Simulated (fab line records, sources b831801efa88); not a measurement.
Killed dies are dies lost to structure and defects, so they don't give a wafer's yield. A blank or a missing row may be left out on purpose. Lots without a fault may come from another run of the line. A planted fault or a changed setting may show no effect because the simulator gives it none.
One fault seen from 2 desks | flow sky130 | each desk has only its own numbers; what lay behind them comes last

THE METROLOGY DESK
What the gauges read, lot by lot, whatever tool the lot ran on: means of the sampled wafers that have a number. A lot is out of limits, marked OUT, if its mean lies more than 4 standard deviations from the usual mean; the brackets give that distance.
Columns: A = VIA3_W_THK at SKY_VIA3_THK_MEAS_23, usual 395 nm; B = VIA4_OVL at SKY_VIA4_OVL_MEAS_11, usual -0.1 nm
lot  | first seen here | A   | B
L571 | day 40 04:42    | 398 | 1.5
L572 | day 40 07:40    | 399 | -0.7
L575 | day 41 07:30    | 390 | -0.7
L577 | day 41 20:41    | 397 | -1.0
L579 | day 42 10:04    | 392 | -1.2
L580 | day 43 00:04    | 398 | -0.1
L585 | day 44 05:38    | 398 | 1.1
L586 | day 44 09:46    | 398 | 2.2
L590 | day 44 23:59    | 397 | -1.0
L591 | day 45 12:54    | 398 | 0.7
L592 | day 45 16:44    | 386 | -1.9
L593 | day 45 22:50    | 383 | -1.5
This desk's finding: nothing out of limits on any of the 12 lots.

THE TOOL OWNER'S DESK: rie_metal-01
The tool's own readings at SKY_METAL2_METAL_ETCH_19 (etches the open film in Cl2/BCl3, stops on SiO2, target depth 360 nm, time 78 s): means of the sampled wafers that have a number, for each lot that ran on this tool. A lot is out of limits, marked OUT, if its mean lies more than 4 standard deviations from the usual mean; the brackets give that distance.
Columns: A = drypump_motor_current_A at SKY_METAL2_METAL_ETCH_19, usual 5.8 A; B = oes_product_au at SKY_METAL2_METAL_ETCH_19, usual 0.852 a.u.; C = rf_fwd_power_W at SKY_METAL2_METAL_ETCH_19, usual 894.0 W; D = throttle_valve_pct at SKY_METAL2_METAL_ETCH_19, usual 22.265 %
lot  | first seen here | A   | B     | C     | D
L571 | day 35 14:59    | 5.4 | 0.854 | 893.0 | 22.263
L577 | day 37 11:23    | 5.2 | 0.854 | 896.0 | 22.261
L579 | day 38 01:37    | 5.4 | 0.853 | 892.4 | 22.258
L580 | day 38 17:02    | 5.2 | 0.857 | 891.8 | 22.268
This desk's finding: nothing out of limits on any of the 4 lots.

PUT TOGETHER
The metrology desk saw nothing out of limits.
The tool owner's desk saw nothing out of limits.

WHAT THE SIMULATOR HAD PUT IN
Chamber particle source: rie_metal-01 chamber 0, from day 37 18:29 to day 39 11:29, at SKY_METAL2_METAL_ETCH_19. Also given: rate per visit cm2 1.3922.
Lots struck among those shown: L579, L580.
